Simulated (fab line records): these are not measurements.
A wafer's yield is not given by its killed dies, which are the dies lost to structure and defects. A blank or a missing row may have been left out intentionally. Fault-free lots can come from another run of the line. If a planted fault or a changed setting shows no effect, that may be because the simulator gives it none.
Which of the tools did it? -- flow sfq line -- 13 lots with 39 wafers sampled at 5 steps, on a route of 325 steps

WHAT THE GAUGES READ, wafer by wafer
SFQ_M1_RS_MEAS_909: measurement is done with a four-point probe. Usual: M1_NB_RS 0.885 ohm/sq, standard deviation 0.0094.
lot,measured,on,M1_NB_RS (ohm/sq),flag
L826,day 10 12:16,film metro-02,0.877 0.874 0.872,
L827,day 10 17:21,film metro-04,0.902 0.895 0.898,
L829,day 11 08:10,film metro-01,0.883 0.891 0.886,
L832,day 12 02:11,film metro-01,0.892 0.889 0.890,
L833,day 12 09:25,film metro-01,0.881 0.877 0.885,
L834,day 12 11:10,film metro-02,0.875 0.879 0.875,
L836,day 13 14:10,film metro-04,0.873 0.874 0.880,
L838,day 13 23:51,film metro-02,0.875 0.884 0.879,
L841,day 14 21:27,film metro-04,0.873 0.877 0.614,OFF
L843,day 15 08:26,film metro-01,0.905 0.905 0.901,
L846,day 16 07:03,film metro-02,0.904 0.900 0.900,
L847,day 16 22:39,film metro-01,0.893 0.884 0.884,
L849,day 17 22:44,film metro-02,0.880 0.878 0.867,

WHICH TOOL RAN EACH LOT (tool, then ch and the chambers of the sampled wafers, then the start)
lot,SFQ_TRILAYER_M0_BARC_OPEN_METAL_ETCH_031,SFQ_TRILAYER_I0_DEP_PECVD_027,SFQ_TRILAYER_I0_METRO_MEASURE_029,SFQ_TRILAYER_M1_DEP_SPUTTER_037
L826,"rie metal-01 ch 0,1, day 7 00:46","pecvd-01 ch 0,1,2, day 7 01:43","film metro-03, day 7 17:03","pvd sputter-04, day 10 12:08"
L827,"rie metal-03 ch 0,1, day 7 06:46","pecvd-03 ch 0,1,2, day 7 07:56","film metro-03, day 7 21:15","pvd sputter-06, day 10 17:12"
L829,"rie metal-03 ch 0,1, day 7 19:57","pecvd-01 ch 1,2, day 7 20:55","film metro-02, day 8 08:39","pvd sputter-04, day 11 08:05"
L832,"rie metal-01 ch 0,1, day 8 21:13","pecvd-03 ch 0,1,2, day 8 22:10","film metro-04, day 9 02:10","pvd sputter-03, day 12 02:05"
L833,"rie metal-03 ch 0,1, day 9 04:07","pecvd-01 ch 1,2, day 9 05:04","film metro-04, day 9 08:40","pvd sputter-04, day 12 09:17"
L834,"rie metal-01 ch 0,1, day 9 05:10","pecvd-04 ch 1,2, day 9 06:07","film metro-03, day 9 09:22","pvd sputter-03, day 12 11:05"
L836,"rie metal-04 ch 0,1, day 10 06:22","pecvd-03 ch 0,2, day 10 07:19","film metro-03, day 10 17:22","pvd sputter-04, day 13 14:05"
L838,"rie metal-04 ch 0,1, day 10 14:46","pecvd-04 ch 0,1,2, day 10 15:43","film metro-02, day 11 02:22","pvd sputter-03, day 13 23:46"
L841,"rie metal-04 ch 1, day 11 12:22","pecvd-01 ch 0,2, day 11 13:19","film metro-03, day 11 21:11","pvd sputter-04, day 14 21:22"
L843,"rie metal-03 ch 0,1, day 12 02:52","pecvd-01 ch 0,1,2, day 12 03:49","film metro-04, day 12 08:53","pvd sputter-06, day 15 08:20"
L846,"rie metal-04 ch 0,1, day 12 20:52","pecvd-03 ch 1,2, day 12 21:49","film metro-03, day 13 05:53","pvd sputter-06, day 16 06:58"
L847,"rie metal-04 ch 0,1, day 13 06:44","pecvd-04 ch 0,1, day 13 07:41","film metro-03, day 13 14:53","pvd sputter-03, day 16 22:34"
L849,"rie metal-03 ch 0,1, day 13 18:44","pecvd-01 ch 1,2, day 13 19:52","film metro-04, day 14 03:49","pvd sputter-03, day 17 22:39"
- SFQ_TRILAYER_M0_BARC_OPEN_METAL_ETCH_031: etches BARC in O2, target depth 125 nm, time 41.7 s.
- SFQ_TRILAYER_I0_DEP_PECVD_027: deposits SiO2 from SiH4/N2O, time 111.11 s, target thk 500 nm.
- SFQ_TRILAYER_I0_METRO_MEASURE_029
- SFQ_TRILAYER_M1_DEP_SPUTTER_037: material Nb, target thk 200 nm, time 133.3 s.

AS READ BY THE TOOLS THEMSELVES (means over the sampled wafers that have a number; for cases with no such wafer, the mark the record gives instead)
SFQ_TRILAYER_M0_BARC_OPEN_METAL_ETCH_031. Usual: drypump motor current A 5.9 A, standard deviation 0.36; he backside leak sccm 3.57 sccm, standard deviation 0.28; oes product au 0.684 a.u., standard deviation 0.0043.
lot,tool,drypump motor current A (A),he backside leak sccm (sccm),oes product au (a.u.),flag
L826,rie metal-01,5.8,3.21,0.682,
L827,rie metal-03,5.9,3.40,0.687,
L829,rie metal-03,5.9,3.33,0.688,
L832,rie metal-01,5.8,3.33,0.680,
L833,rie metal-03,5.9,3.44,0.685,
L834,rie metal-01,5.9,3.39,0.683,
L836,rie metal-04,6.1,3.57,0.684,
L838,rie metal-04,5.7,3.75,0.689,
L841,rie metal-04,5.4,3.64,0.682,
L843,rie metal-03,5.9,3.25,0.683,
L846,rie metal-04,6.1,3.83,0.685,
L847,rie metal-04,5.7,3.81,0.688,
L849,rie metal-03,5.9,3.37,0.684,

SFQ_TRILAYER_I0_DEP_PECVD_027. Usual: heater power w 81 W, standard deviation 11; throttle valve pct 24.0 %, standard deviation 1.2.
lot,tool,heater power w (W),throttle valve pct (%),flag
L826,pecvd-01,79,24.6,
L827,pecvd-03,91,25.4,
L829,pecvd-01,82,24.2,
L832,pecvd-03,84,25.5,
L833,pecvd-01,74,24.6,
L834,pecvd-04,81,23.5,
L836,pecvd-03,100,22.9,
L838,pecvd-04,78,23.9,
L841,pecvd-01,75,25.3,
L843,pecvd-01,76,24.9,
L846,pecvd-03,92,23.1,
L847,pecvd-04,82,24.9,
L849,pecvd-01,72,24.7,

SFQ_TRILAYER_I0_METRO_MEASURE_029. Usual: thk nm at 200.0 nm, with a standard deviation of 0.99.
lot,tool,thk nm (nm),flag
L826,film metro-03,200.7,
L827,film metro-03,199.5,
L829,film metro-02,201.4,
L832,film metro-04,200.9,
L833,film metro-04,201.1,
L834,film metro-03,199.0,
L836,film metro-03,199.7,
L838,film metro-02,200.0,
L841,film metro-03,200.3,
L843,film metro-04,200.0,
L846,film metro-03,200.0,
L847,film metro-03,202.0,
L849,film metro-04,199.6,

SFQ_TRILAYER_M1_DEP_SPUTTER_037. Usual: cathode dc power W 2000.0 W, standard deviation 0.36; throttle valve pct 30.0 %, standard deviation 0.87.
lot,tool,cathode dc power W (W),throttle valve pct (%),flag
L826,pvd sputter-04,1999.9,30.6,
L827,pvd sputter-06,2000.2,31.1,
L829,pvd sputter-04,2000.1,30.1,
L832,pvd sputter-03,1999.9,28.8,
L833,pvd sputter-04,2000.0,30.3,
L834,pvd sputter-03,2000.0,29.4,
L836,pvd sputter-04,1999.7,30.2,
L838,pvd sputter-03,2000.2,29.2,
L841,pvd sputter-04,2281.2,29.8,OFF
L843,pvd sputter-06,2000.3,30.9,
L846,pvd sputter-06,2000.1,31.8,
L847,pvd sputter-03,2000.1,29.1,
L849,pvd sputter-03,1999.9,29.3,

THE ANSWER, worked out from the rows above alone
Rule: a lot is off if the mean of its wafers that have a number lies more than 3 standard deviations from the usual mean. Also off: a lot with no number at a reading for which 4 or more lots have one. The other lots that the step has rows for count as sound. First the gauges in route order, then the tools' own readings, where a lot's mean is used as printed above. The first step at which some lot is off is used, and at that step the reading that is off furthest; a lot without a number counts as furthest.
Off: L841, seen at SFQ_M1_RS_MEAS_909 (M1_NB_RS).
A tool fits if, at a process step before that reading, it ran every lot that is off, and no sound lot after the first of them. The gauges at SFQ_M1_RS_MEAS_909 aren't tried: what is off there is off at SFQ_TRILAYER_M1_DEP_SPUTTER_037 too, on other tools, and a gauge's error can't cause that. One fits: SFQ_TRILAYER_M1_DEP_SPUTTER_037 on pvd sputter-04. Its last sound lot is L836 (day 13 14:05), its first lot that is off L841 (day 14 21:22): a fault that began between those two fits.
The tool's own readings at SFQ_TRILAYER_M1_DEP_SPUTTER_037 bear it out: on the lots that are off they differ by more than 5 times the standard deviation of the sound lots' means. cathode dc power W reads 2281.2 W there against 2000.0 W on the sound lots.

WHAT THE SIMULATOR PUT IN
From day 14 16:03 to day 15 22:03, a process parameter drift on pvd sputter-04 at SFQ_TRILAYER_M1_DEP_SPUTTER_037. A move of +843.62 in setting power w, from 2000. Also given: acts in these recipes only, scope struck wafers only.
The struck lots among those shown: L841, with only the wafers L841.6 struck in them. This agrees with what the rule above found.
